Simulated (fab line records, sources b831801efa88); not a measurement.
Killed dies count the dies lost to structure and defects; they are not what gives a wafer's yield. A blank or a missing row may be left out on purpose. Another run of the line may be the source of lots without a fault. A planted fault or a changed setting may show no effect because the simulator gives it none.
fab line records | flow sky130
record lots=6 | wafers=18 | last_day=52
route steps=708 shown POLY_GATE@219 PAD_OPEN@708
lots that met no fault: from a run of the same line without faults
start_h: the number of hours between the record's first day and the start of the first shown wafer of the lot | wait_h: how many hours have passed since the lot's step before this one | " repeats the value in the row above | L1.1+2: several wafers, shown together as one row | - value missing, or start not given | * or withheld: withheld | < > ~ a bound
route shown NAME@n: a module of which the file shows steps, and the number in the route of the first | usual: average and standard deviation across the fault-free wafers | same: alike in all rows | chamber/n: place in a boat | sites: the reading at each site | _std_site: standard deviation across them | _edge_site: mean of outer sites minus mean of inner sites | radius_mm: for every site, how far away it sits from the centre of the wafer | mask NAME#n: copy n | behind: tool/chamber where the wafer was last shaped | hold: the reason the lot was held/the length of the hold in hours/how it ended | device: names the non-switching transistor (n, p or np) | end of line: the tests these same wafers got at the end of their route | a step given without rows: its recipe and nothing more | killed: dies lost to structure and defects at the first sort, not the wafer's yield | map: a wafer's dies, marking killed ones x, the rest . and places with no die _
set.NAME: the setting as run; set.NAME@STEP: as run at that earlier step | model.NAME: the simulator's own value behind a step, which no gauge read
lots at selected steps of the route; one table per step, one row per wafer
services: the hour from which a tool's chamber was out of use, counted from the record's first day as start_h (under 0 if before that day), plus the number of hours and why
## steps
# step SKY_POLY_GATE_DEHYDRATE_05
# recipe temp_c=200 | time_s=60
# step SKY_POLY_GATE_HMDS_06
# recipe prime_time_s=60 | prime_temp_c=120
# step SKY_POLY_GATE_COAT_07
# recipe resist=BARC | temp_c=withheld | time_s=withheld | spin_rpm=3000 | resist_thk_nm=110
# step SKY_POLY_GATE_COAT_08
# recipe resist=KrF-thick | spin_rpm=3000 | resist_thk_nm=450
# step SKY_POLY_GATE_SOFTBAKE_09
# recipe temp_c=100 | time_s=90 | resist=KrF-thick
# step SKY_POLY_GATE_EXPOSE_10
# recipe mask_id=P1M | na=0.68 | source_shape=conventional | sigma_outer=0.6 | target_cd_nm=150 | dose_mj=28
# step SKY_POLY_GATE_PEB_11
# recipe peb_temp_c=withheld | peb_time_s=withheld | resist=KrF-thick
# step SKY_POLY_GATE_DEVELOP_12
# recipe develop_time_s=60 | resist=KrF-thick | dev_temp_c=21
# step SKY_POLY_GATE_CD_MEAS_13
# recipe target_cd_nm=150
# usual cd_nm=150.1/0.95
lot.wafer | tool      | chamber | start_h | wait_h | cd_nm
L335.3    | cd_sem-01 | -       | 431.78  | -      | 149.7
L335.5    | "         | -       | "       | "      | 148.6
L335.6    | "         | -       | "       | "      | 149.5
L338.1    | cd_sem-01 | -       | 434.09  | -      | 150.7
L338.3    | "         | -       | "       | "      | 151.1
L338.5    | "         | -       | "       | "      | 150.1
L340.1    | cd_sem-02 | -       | 439.09  | -      | 150.7
L340.4    | "         | -       | "       | "      | 150.0
L340.5    | "         | -       | "       | "      | 150.7
L341.1    | cd_sem-01 | -       | 439.10  | -      | 150.5
L341.3    | "         | -       | "       | "      | 150.5
L341.5    | "         | -       | "       | "      | 150.3
L349.2    | cd_sem-01 | -       | 603.09  | -      | 149.9
L349.4    | "         | -       | "       | "      | 150.0
L349.6    | "         | -       | "       | "      | 150.8
L352.2    | cd_sem-01 | -       | 609.81  | -      | 149.4
L352.5    | "         | -       | "       | "      | 150.1
L352.6    | "         | -       | "       | "      | 150.2
# step SKY_POLY_GATE_OVL_MEAS_14
# usual POLY_GATE_OVL=1/6.1
lot.wafer | tool       | chamber | start_h | wait_h | POLY_GATE_OVL[nm]
L335.3    | overlay-01 | -       | 431.88  | 0.1    | 3
L335.5    | "          | -       | "       | "      | 2
L335.6    | "          | -       | "       | "      | 6
L338.1    | overlay-01 | -       | 434.21  | 0.1    | -3
L338.3    | "          | -       | "       | "      | 7
L338.5    | "          | -       | "       | "      | 1
L340.1    | overlay-01 | -       | 439.21  | 0.1    | -4
L340.4    | "          | -       | "       | "      | 3
L340.5    | "          | -       | "       | "      | -4
L341.1    | overlay-02 | -       | 439.22  | 0.1    | 0
L341.3    | "          | -       | "       | "      | 2
L341.5    | "          | -       | "       | "      | 1
L349.2    | overlay-01 | -       | 603.20  | 0.1    | 5
L349.4    | "          | -       | "       | "      | 2
L349.6    | "          | -       | "       | "      | 0
L352.2    | overlay-02 | -       | 609.92  | 0.1    | -7
L352.5    | "          | -       | "       | "      | 1
L352.6    | "          | -       | "       | "      | -3
# step SKY_POLY_GATE_ETCH_15
# recipe chemistry=N2/H2 | target=BARC | ion_energy_ev=200 | source_w=500 | bias_w=100 | pressure_mtorr=30 | n2_flow_sccm=100 | h2_flow_sccm=200 | stop_on=SiO2 | time_s=118.5 | target_depth_a=1100
# usual bias_w=100.0/0.32 | drypump_motor_current_A=5.8/0.59 | n2_flow_sccm=100.0/0.34 | oes_product_au=0.716/0.0046 | run_length_s=146.8/0.47 | throttle_valve_pct=13.212/0.0085
lot.wafer | tool        | chamber | start_h | wait_h | bias_w | drypump_motor_current_A | n2_flow_sccm | oes_product_au | rf_hours_counter_h | run_length_s | throttle_valve_pct
L335.3    | rie_diel-01 | 1       | 431.90  | 0.0    | 99.7   | 5.8                     | 100.3        | 0.720          | 12                 | 146.1        | 13.211
L335.5    | "           | 0       | "       | "      | 99.8   | 5.2                     | 100.7        | 0.713          | -                  | 146.7        | 13.210
L335.6    | "           | 1       | "       | "      | 99.8   | 5.8                     | 100.6        | 0.718          | -                  | 146.1        | 13.216
L338.1    | rie_diel-04 | 3       | 434.25  | 0.0    | 99.9   | 6.1                     | 100.1        | 0.720          | 95                 | 147.1        | 13.216
L338.3    | "           | 0       | "       | "      | 99.8   | 5.7                     | 99.8         | 0.716          | 22                 | 147.2        | 13.220
L338.5    | "           | 1       | "       | "      | 100.2  | 6.7                     | 100.1        | 0.725          | -                  | 145.9        | 13.217
L340.1    | rie_diel-01 | 0       | 439.25  | 0.0    | 99.8   | 5.2                     | 99.9         | 0.716          | 2                  | 146.4        | 13.229
L340.4    | "           | 1       | "       | "      | 99.7   | 5.8                     | 99.8         | 0.725          | 12                 | 146.3        | 13.218
L340.5    | "           | 2       | "       | "      | 100.1  | 5.5                     | 100.2        | 0.723          | -                  | 147.0        | 13.215
L341.1    | rie_diel-03 | 2       | 439.25  | 0.0    | 99.9   | 4.9                     | 99.8         | 0.720          | 76                 | 146.9        | 13.217
L341.3    | "           | 3       | "       | "      | 100.4  | 6.3                     | 99.9         | 0.715          | 12                 | 147.2        | 13.212
L341.5    | "           | 2       | "       | "      | 99.8   | 4.9                     | 100.2        | 0.716          | -                  | 146.5        | 13.222
L349.2    | rie_diel-01 | 3       | 603.23  | 0.0    | 100.5  | 5.0                     | 100.0        | 0.706          | 3                  | 146.8        | 13.210
L349.4    | "           | 2       | "       | "      | 100.0  | 5.5                     | 100.2        | 0.722          | 9                  | 147.1        | 13.211
L349.6    | "           | 3       | "       | "      | 100.0  | 5.0                     | 100.0        | 0.713          | -                  | 146.8        | 13.212
L352.2    | rie_diel-03 | 0       | 609.95  | 0.0    | 99.8   | 5.3                     | 99.9         | 0.720          | 24                 | 146.1        | 13.226
L352.5    | "           | 0       | "       | "      | 100.2  | 5.3                     | 100.3        | 0.724          | -                  | 146.2        | 13.195
L352.6    | "           | 1       | "       | "      | 100.1  | 6.5                     | 99.9         | 0.707          | -                  | 147.4        | 13.214
# step SKY_POLY_GATE_ETCH_16
# recipe stop_on=poly-Si | chemistry=CH3F/O2 | target=Si3N4 | source_w=400 | bias_w=80 | pressure_mtorr=25 | ch3f_flow_sccm=40 | O2_flow_sccm=30 | time_s=147.5 | target_depth_a=750
# usual bias_w=79.97/0.25 | drypump_motor_current_A=5.8/0.59 | oes_product_au=0.638/0.0054 | run_length_s=175.9/0.46 | throttle_valve_pct=10.534/0.0096
lot.wafer | tool        | chamber | start_h | wait_h | bias_w | drypump_motor_current_A | oes_product_au | rf_hours_counter_h | run_length_s | throttle_valve_pct
L335.3    | rie_diel-01 | 1       | 431.98  | 0.0    | 80.20  | 5.8                     | 0.638          | 12                 | 175.7        | 10.541
L335.5    | "           | 0       | "       | "      | 79.78  | 5.2                     | 0.633          | -                  | 175.3        | 10.547
L335.6    | "           | 1       | "       | "      | 80.03  | 5.8                     | 0.642          | -                  | 175.2        | 10.539
L338.1    | rie_diel-04 | 3       | 434.33  | 0.0    | 80.13  | 6.1                     | 0.637          | 95                 | 176.0        | 10.529
L338.3    | "           | 0       | "       | "      | 79.59  | 5.7                     | 0.638          | 22                 | 176.5        | 10.527
L338.5    | "           | 1       | "       | "      | 79.82  | 6.7                     | 0.641          | -                  | 175.2        | 10.547
L340.1    | rie_diel-01 | 0       | 439.33  | 0.0    | 79.61  | 5.2                     | 0.652          | 2                  | 175.4        | 10.533
L340.4    | "           | 1       | "       | "      | 79.99  | 5.8                     | 0.637          | 12                 | 175.3        | 10.548
L340.5    | "           | 2       | "       | "      | 80.29  | 5.5                     | 0.632          | -                  | 176.2        | 10.537
L341.1    | rie_diel-03 | 2       | 439.33  | 0.0    | 80.31  | 4.9                     | 0.642          | 76                 | 175.7        | 10.527
L341.3    | "           | 3       | "       | "      | 80.02  | 6.3                     | 0.634          | 12                 | 176.2        | 10.530
L341.5    | "           | 2       | "       | "      | 80.29  | 4.9                     | 0.637          | -                  | 175.6        | 10.519
L349.2    | rie_diel-01 | 3       | 603.31  | 0.0    | 80.16  | 5.0                     | 0.640          | 3                  | 175.5        | 10.524
L349.4    | "           | 2       | "       | "      | 79.93  | 5.4                     | 0.632          | 9                  | 176.4        | 10.520
L349.6    | "           | 3       | "       | "      | 79.82  | 5.0                     | 0.630          | -                  | 175.6        | 10.537
L352.2    | rie_diel-03 | 0       | 610.03  | 0.0    | 79.91  | 5.3                     | 0.634          | 24                 | 175.3        | 10.544
L352.5    | "           | 0       | "       | "      | 80.14  | 5.3                     | 0.632          | -                  | 175.6        | 10.550
L352.6    | "           | 1       | "       | "      | 80.09  | 6.5                     | 0.629          | -                  | 176.5        | 10.525
# step SKY_POLY_GATE_ETCH_17
# recipe target_depth_nm=180 | stop_on=SiO2 | over_etch_frac=0.56667 | chemistry=HBr/Cl2 | target=poly-Si | icp_w=400 | bias_w=100 | pressure_mtorr=10 | HBr_flow_sccm=150 | Cl2_flow_sccm=50 | time_s=70.5
# usual HBr_flow_sccm=150.0/0.4 | bias_w=100.00/0.29 | drypump_motor_current_A=5.9/0.3 | oes_product_au=0.979/0.0088 | run_length_s=98.7/0.51 | throttle_valve_pct=33.684/0.0093
lot.wafer | tool      | chamber | start_h | wait_h | HBr_flow_sccm | bias_w | drypump_motor_current_A | oes_product_au | rf_hours_counter_h | run_length_s | throttle_valve_pct | model.KrF-thick_of_POLY_GATE_COAT_08.thk_nm | model.SiO2_of_SONOS_ONO_CVD_04.thk_nm
L335.3    | rie_si-02 | 2       | 432.08  | 0.0    | 150.0         | 100.13 | 6.3                     | 0.998          | 0                  | 98.9         | 33.700             | 132.3                                       | 4.093
L335.5    | "         | 2       | "       | "      | 150.0         | 100.45 | 6.3                     | 0.998          | -                  | 99.2         | 33.676             | 136.6                                       | 4.045
L335.6    | "         | 3       | "       | "      | 150.4         | 100.02 | 5.9                     | 0.990          | -                  | 97.9         | 33.699             | 133.1                                       | 4.039
L338.1    | rie_si-01 | 0       | 434.43  | 0.0    | 150.1         | 100.49 | 6.0                     | 0.985          | 22                 | 98.7         | 33.688             | 142.5                                       | 4.212
L338.3    | "         | 2       | "       | "      | 150.5         | 99.97  | 5.5                     | 0.994          | 3                  | 99.6         | 33.683             | 150.7                                       | 4.307
L338.5    | "         | 2       | "       | "      | 150.0         | 100.07 | 5.5                     | 0.861          | -                  | 115.9        | 33.681             | 113.8                                       | 3.549
L340.1    | rie_si-01 | 1       | 439.43  | 0.0    | 150.4         | 99.64  | 6.2                     | 0.987          | 3                  | 98.1         | 33.665             | 140.2                                       | 4.357
L340.4    | "         | 0       | "       | "      | 150.5         | 100.10 | 6.0                     | 0.982          | 22                 | 98.7         | 33.690             | 136.4                                       | 4.34
L340.5    | "         | 1       | "       | "      | 150.9         | 99.81  | 6.2                     | 0.858          | -                  | 114.6        | 33.690             | 118.1                                       | 3.575
L341.1    | rie_si-02 | 2       | 439.43  | 0.0    | 150.5         | 99.79  | 6.3                     | 0.987          | 1                  | 99.2         | 33.662             | 136.8                                       | 4.135
L341.3    | "         | 3       | "       | "      | 149.8         | 100.27 | 5.9                     | 0.986          | -                  | 98.1         | 33.684             | 142.9                                       | 4.229
L341.5    | "         | 2       | "       | "      | 150.3         | 99.83  | 6.3                     | 0.998          | -                  | 99.2         | 33.692             | 138.1                                       | 4.28
L349.2    | rie_si-02 | 0       | 603.41  | 0.0    | 149.9         | 99.91  | 5.6                     | 0.971          | 2                  | 99.2         | 33.683             | 147.2                                       | 4.353
L349.4    | "         | 3       | "       | "      | 149.6         | 100.10 | 5.9                     | 0.983          | 23                 | 98.4         | 33.670             | 137.7                                       | 4.147
L349.6    | "         | 2       | "       | "      | 149.7         | 100.47 | 6.3                     | 0.982          | -                  | 99.4         | 33.697             | 141.5                                       | 4.226
L352.2    | rie_si-01 | 2       | 610.13  | 0.0    | 150.1         | 100.44 | 5.5                     | 0.975          | 4                  | 99.8         | 33.687             | 147.2                                       | 4.087
L352.5    | "         | 3       | "       | "      | 150.4         | 99.91  | 6.2                     | 0.980          | -                  | 98.3         | 33.686             | 145.4                                       | 4.065
L352.6    | "         | 2       | "       | "      | 150.2         | 99.75  | 5.6                     | 0.980          | -                  | 99.1         | 33.680             | 139.5                                       | 4.004
# step SKY_POLY_GATE_STRIP_18
# recipe chemistry=O2/N2 | power_w=1400 | pressure_mtorr=1500 | platen_temp_c=withheld | o2_flow_sccm=3000 | n2_flow_sccm=300 | overash_fraction=0.5
# usual drypump_motor_current_A=5.80/0.054 | n2_flow_sccm=300.0/0.81 | oes_product_au=0.362/0.0049 | strip_time_to_endpoint_s=3.19/0.055
lot.wafer | tool            | chamber | start_h | wait_h | drypump_motor_current_A | n2_flow_sccm | oes_product_au | rf_hours_counter_h | strip_time_to_endpoint_s
L335.3    | plasma_asher-02 | 1       | 432.17  | 0.1    | 5.72                    | 299.6        | 0.359          | -                  | 3.08
L335.5    | "               | 1       | "       | "      | 5.76                    | 300.2        | 0.361          | -                  | 3.13
L335.6    | "               | 0       | "       | "      | 5.77                    | 301.1        | 0.354          | -                  | 3.10
L338.1    | plasma_asher-02 | 0       | 434.49  | 0.0    | 5.78                    | 301.7        | 0.360          | 74                 | 3.20
L338.3    | "               | 0       | "       | "      | 5.80                    | 301.5        | 0.364          | -                  | 3.28
L338.5    | "               | 1       | "       | "      | 5.79                    | 299.8        | 0.351          | -                  | 2.89
L340.1    | plasma_asher-01 | 1       | 439.49  | 0.0    | 5.74                    | 299.5        | 0.358          | 1                  | 3.18
L340.4    | "               | 1       | "       | "      | 5.76                    | 300.4        | 0.360          | -                  | 3.11
L340.5    | "               | 0       | "       | "      | 5.93                    | 301.0        | 0.347          | -                  | 2.91
L341.1    | plasma_asher-04 | 0       | 439.52  | 0.1    | 5.80                    | 299.8        | 0.364          | 30                 | 3.15
L341.3    | "               | 1       | "       | "      | 5.82                    | 299.3        | 0.361          | -                  | 3.21
L341.5    | "               | 1       | "       | "      | 5.78                    | 299.7        | 0.356          | -                  | 3.16
L349.2    | plasma_asher-04 | 1       | 603.46  | 0.0    | 5.78                    | 300.0        | 0.367          | 46                 | 3.23
L349.4    | "               | 1       | "       | "      | 5.72                    | 299.0        | 0.360          | -                  | 3.14
L349.6    | "               | 0       | "       | "      | 5.81                    | 301.0        | 0.367          | -                  | 3.18
L352.2    | plasma_asher-02 | 0       | 610.19  | 0.0    | 5.77                    | 298.4        | 0.367          | 92                 | 3.28
L352.5    | "               | 1       | "       | "      | 5.76                    | 301.6        | 0.364          | -                  | 3.23
L352.6    | "               | 0       | "       | "      | 5.77                    | 299.5        | 0.355          | -                  | 3.17
# step SKY_POLY_GATE_CLEAN_19
# recipe chemistry=SC1/SC2 | mix=1:4:20 | temp_c=70 | time_s=150 | dry=n2_spin
# step SKY_PAD_OPEN_PROBE_99
# usual killed_at_M0_to_M3=45/6.3 | killed_at_M4_up=2.8/1.6 | killed_at_contacts=24/5.1 | killed_at_front_end=14/4.4 | killed_at_other=0.4/0.73 | killed_dies=86/9 | killed_open=47/7.8 | killed_short=39/6.6
# same gross_dies=492 | killed_at_back_side=0
lot.wafer | tool      | chamber | start_h | wait_h | killed_at_M0_to_M3 | killed_at_M4_up | killed_at_contacts | killed_at_front_end | killed_at_other | killed_dies | killed_open | killed_short | model.etest.tip_sonos.rs_ohm_sq | model.etest.tip_n.rs_ohm_sq
L335.3    | prober-01 | -       | 1136.70 | 0.2    | 40                 | 3               | 21                 | 13                  | 1               | 78          | 43          | 35           | 2701                            | 436.7
L335.5    | prober-01 | -       | 1136.80 | 0.2    | 49                 | 4               | 21                 | 6                   | 1               | 81          | 38          | 43           | 2691                            | 439
L335.6    | prober-01 | -       | 1136.85 | 0.2    | 49                 | 3               | 21                 | 12                  | 1               | 86          | 47          | 39           | 2647                            | 440.3
L338.1    | prober-01 | -       | 1139.60 | 0.1    | 43                 | 2               | 19                 | 12                  | 0               | 76          | 40          | 35           | 2776                            | 440.9
L338.3    | prober-01 | -       | 1139.70 | 0.2    | 40                 | 1               | 25                 | 12                  | 0               | 78          | 39          | 39           | 2792                            | 440.4
L338.5    | prober-01 | -       | 1139.80 | 0.2    | 56                 | 4               | 30                 | 16                  | 0               | 106         | 66          | 40           | 2564                            | 429.3
L340.1    | prober-02 | -       | 1145.59 | 0.1    | 37                 | 2               | 23                 | 12                  | 0               | 74          | 44          | 30           | 2868                            | 441.7
L340.4    | prober-02 | -       | 1145.74 | 0.2    | 32                 | 1               | 21                 | 18                  | 0               | 72          | 47          | 25           | 2841                            | 441.6
L340.5    | prober-02 | -       | 1145.79 | 0.2    | 42                 | 3               | 25                 | 12                  | 1               | 83          | 32          | 51           | 2663                            | 438.3
L341.1    | prober-01 | -       | 1147.54 | 0.1    | 43                 | 3               | 24                 | 20                  | 2               | 92          | 53          | 39           | 2744                            | 443.9
L341.3    | prober-01 | -       | 1147.64 | 0.2    | 51                 | 3               | 18                 | 24                  | 1               | 97          | 43          | 54           | 2695                            | 444.5
L341.5    | prober-01 | -       | 1147.74 | 0.2    | 41                 | 2               | 21                 | 11                  | 0               | 75          | 38          | 37           | 2728                            | 441.1
L349.2    | prober-01 | -       | 1239.98 | 0.1    | 49                 | 3               | 32                 | 11                  | 0               | 95          | 46          | 49           | 2689                            | 437.8
L349.4    | prober-01 | -       | 1240.08 | 0.2    | 46                 | 1               | 28                 | 14                  | 0               | 89          | 48          | 40           | 2630                            | 437.4
L349.6    | prober-01 | -       | 1240.18 | 0.2    | 40                 | 3               | 20                 | 21                  | 1               | 85          | 52          | 32           | 2608                            | 439.4
L352.2    | prober-01 | -       | 1242.71 | 0.1    | 53                 | 0               | 21                 | 24                  | 1               | 99          | 56          | 43           | 2637                            | 450.2
L352.5    | prober-01 | -       | 1242.86 | 0.2    | 40                 | 4               | 20                 | 17                  | 0               | 81          | 50          | 31           | 2645                            | 448.7
L352.6    | prober-01 | -       | 1242.91 | 0.2    | 54                 | 1               | 31                 | 21                  | 0               | 107         | 69          | 38           | 2612                            | 446.2
# killed by level:class
L335.3 CONTACT:geometric_particle:open=7 METAL1:geometric_particle:short=6 VIA3:geometric_particle:open=6 LI_CONTACT:geometric_particle:open=5 VIA1:geometric_particle:short=5 VIA1:geometric_particle:open=5 CONTACT:geometric_particle:short=4 METAL3:geometric_particle:short=4
L335.5 VIA1:geometric_particle:short=8 METAL1:geometric_particle:short=7 VIA1:geometric_particle:open=6 LOCAL_INTERCONNECT:geometric_particle:short=6 VIA3:geometric_particle:open=6 LI_CONTACT:geometric_particle:open=5 METAL2:geometric_particle:short=5 VIA2:geometric_particle:open=5
L335.6 VIA1:geometric_particle:open=13 VIA3:geometric_particle:open=12 CONTACT:geometric_particle:open=10 METAL1:geometric_particle:short=7 VIA1:geometric_particle:short=5 LI_CONTACT:geometric_particle:open=4 LOCAL_INTERCONNECT:geometric_particle:short=4 METAL2:geometric_particle:short=4
L338.1 VIA1:geometric_particle:open=9 CONTACT:geometric_particle:open=7 FIELD_ISO:geometric_particle:short=6 VIA2:geometric_particle:open=6 METAL1:geometric_particle:short=5 METAL2:geometric_particle:short=5 FIELD_ISO:geometric_particle:open=4 VIA2:geometric_particle:short=4
L338.3 CONTACT:geometric_particle:open=8 LOCAL_INTERCONNECT:geometric_particle:short=7 VIA1:geometric_particle:short=6 VIA1:geometric_particle:open=6 VIA3:geometric_particle:open=6 VIA2:geometric_particle:open=5 METAL1:geometric_particle:short=4 LI_CONTACT:geometric_particle:open=4
L338.5 CONTACT:geometric_particle:open=15 VIA1:geometric_particle:open=13 VIA2:geometric_particle:open=11 VIA3:geometric_particle:open=9 METAL1:geometric_particle:short=7 LI_CONTACT:geometric_particle:open=6 POLY_GATE:geometric_particle:open=5 METAL2:geometric_particle:short=5
L340.1 VIA1:geometric_particle:open=10 LI_CONTACT:geometric_particle:open=9 VIA3:geometric_particle:open=8 CONTACT:geometric_particle:open=6 METAL2:geometric_particle:short=5 METAL1:geometric_particle:short=4 METAL3:geometric_particle:short=4 POLY_GATE:geometric_particle:short=3
L340.4 CONTACT:geometric_particle:open=10 VIA1:geometric_particle:open=9 VIA2:geometric_particle:open=8 CONTACT:geometric_particle:short=5 FIELD_ISO:geometric_particle:open=4 POLY_GATE:geometric_particle:open=4 POLY_GATE:geometric_particle:short=4 LI_CONTACT:geometric_particle:open=4
L340.5 CONTACT:geometric_particle:open=13 VIA3:geometric_particle:open=8 POLY_GATE:geometric_particle:short=6 METAL1:geometric_particle:short=6 VIA3:geometric_particle:short=6 METAL3:geometric_particle:short=5 LI_CONTACT:geometric_particle:open=5 METAL2:geometric_particle:short=5
L341.1 VIA1:geometric_particle:open=9 POLY_GATE:geometric_particle:open=7 LI_CONTACT:geometric_particle:open=7 CONTACT:geometric_particle:open=7 VIA2:geometric_particle:open=7 LOCAL_INTERCONNECT:geometric_particle:short=5 VIA1:geometric_particle:short=5 METAL1:geometric_particle:short=5
L341.3 METAL1:geometric_particle:short=10 VIA2:geometric_particle:open=9 FIELD_ISO:geometric_particle:short=8 VIA1:geometric_particle:open=6 FIELD_ISO:geometric_particle:open=5 VIA1:geometric_particle:short=5 LI_CONTACT:geometric_particle:open=5 VIA3:geometric_particle:short=5
L341.5 VIA1:geometric_particle:open=11 CONTACT:geometric_particle:open=7 LOCAL_INTERCONNECT:geometric_particle:short=6 VIA2:geometric_particle:short=5 VIA2:geometric_particle:open=5 VIA3:geometric_particle:open=5 FIELD_ISO:geometric_particle:short=4 CONTACT:geometric_particle:short=4
L349.2 CONTACT:geometric_particle:open=10 VIA2:geometric_particle:open=9 VIA1:geometric_particle:open=9 LI_CONTACT:geometric_particle:short=8 LOCAL_INTERCONNECT:geometric_particle:short=6 METAL2:geometric_particle:short=5 VIA3:geometric_particle:short=5 VIA3:geometric_particle:open=5
L349.4 VIA1:geometric_particle:open=10 CONTACT:geometric_particle:open=9 VIA3:geometric_particle:open=9 VIA1:geometric_particle:short=7 LI_CONTACT:geometric_particle:open=7 CONTACT:geometric_particle:short=4 LOCAL_INTERCONNECT:geometric_particle:short=4 METAL1:geometric_particle:short=4
L349.6 VIA1:geometric_particle:open=13 CONTACT:geometric_particle:open=11 METAL2:geometric_particle:short=9 FIELD_ISO:geometric_particle:open=5 LI_CONTACT:geometric_particle:open=5 VIA2:geometric_particle:open=5 POLY_GATE:geometric_particle:open=4 VIA1:geometric_particle:short=4
L352.2 VIA1:geometric_particle:open=12 VIA2:geometric_particle:open=10 FIELD_ISO:geometric_particle:short=8 CONTACT:geometric_particle:open=7 VIA1:geometric_particle:short=6 LI_CONTACT:geometric_particle:open=5 VIA3:geometric_particle:open=5 POLY_GATE:geometric_particle:open=4
L352.5 VIA1:geometric_particle:open=14 LI_CONTACT:geometric_particle:open=7 VIA2:geometric_particle:open=7 POLY_GATE:geometric_particle:open=5 CONTACT:geometric_particle:short=5 VIA3:geometric_particle:open=5 FIELD_ISO:geometric_particle:short=4 CONTACT:geometric_particle:open=4
L352.6 VIA1:geometric_particle:open=15 LI_CONTACT:geometric_particle:open=12 CONTACT:geometric_particle:open=11 FIELD_ISO:geometric_particle:open=7 VIA3:geometric_particle:open=7 VIA2:geometric_particle:open=6 POLY_GATE:geometric_particle:open=5 METAL1:geometric_particle:short=5
## services
tool            | chamber | start_h | hours | kind
rie_diel-04     | 2       | 411.16  | 4.9   | repair
rie_diel-04     | -       | 411.20  | 14.6  | pm
plasma_asher-01 | -       | 421.25  | 9.0   | pm
rie_diel-01     | 3       | 422.23  | -     | clean
rie_diel-01     | 3       | 422.23  | 16.3  | scheduled_down
rie_diel-01     | 3       | 422.23  | 16.3  | vent_cycle
rie_si-02       | 1       | 435.78  | 11.7  | repair
rie_diel-01     | -       | 437.59  | 1.0   | repair
rie_si-02       | 0       | 438.75  | 7.0   | repair
rie_diel-04     | 1       | 457.20  | 9.7   | repair
plasma_asher-02 | -       | 461.82  | 1.2   | repair
plasma_asher-04 | -       | 480.39  | 2.8   | pm
plasma_asher-04 | -       | 485.57  | 3.0   | repair
plasma_asher-01 | -       | 493.92  | 2.3   | repair
rie_si-02       | -       | 507.80  | 2.8   | pm
rie_diel-03     | 3       | 515.39  | 4.1   | repair
rie_diel-03     | 2       | 515.93  | 7.3   | repair
plasma_asher-01 | -       | 516.65  | 1.2   | repair
plasma_asher-02 | -       | 528.37  | 0.6   | repair
rie_diel-03     | -       | 557.58  | 14.6  | pm
rie_diel-01     | 2       | 562.10  | 4.1   | repair
rie_diel-04     | -       | 569.21  | 2.8   | pm
rie_diel-03     | 2       | 574.98  | -     | clean
rie_diel-03     | 2       | 574.98  | 25.4  | scheduled_down
## key
first_sign step=SKY_POLY_GATE_ETCH_17 | reading=run_length_s | direction=up | sigmas=32 | usual=* | struck=*
effect step=SKY_POLY_GATE_ETCH_17 | reading=oes_product_au | direction=down | sigmas=14 | usual=0.979 | struck=0.859
effect step=SKY_POLY_GATE_STRIP_18 | reading=strip_time_to_endpoint_s | direction=down | sigmas=5.2 | usual=* | struck=*
model_effect step=SKY_POLY_GATE_ETCH_17 | value=KrF-thick_of_POLY_GATE_COAT_08.thk_nm | without=137.7 | struck=115.9
model_effect step=SKY_PAD_OPEN_PROBE_99 | value=etest.tip_sonos.rs_ohm_sq | without=2802 | struck=2613
met_at SKY_POLY_GATE_ETCH_17
struck_wafers L338.5,L340.5
tester_left_out L338,L340
fault kind=process_parameter_drift | tool=rie_si-01 | chamber=- | onset_h=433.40 | steps=SKY_POLY_GATE_ETCH_17 | channel=time_s | offset=* | shape=step | end_h=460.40 | scope=struck_wafers_only | acts_in=* | stated=*
# tester_left_out: of these lots the tester's yield and bins aren't shown, on N5 and GAA mostly nor the transistor test; their killed dies are dies lost to structure and defects alone, not to doping, threshold or leakage, so they don't give the yield
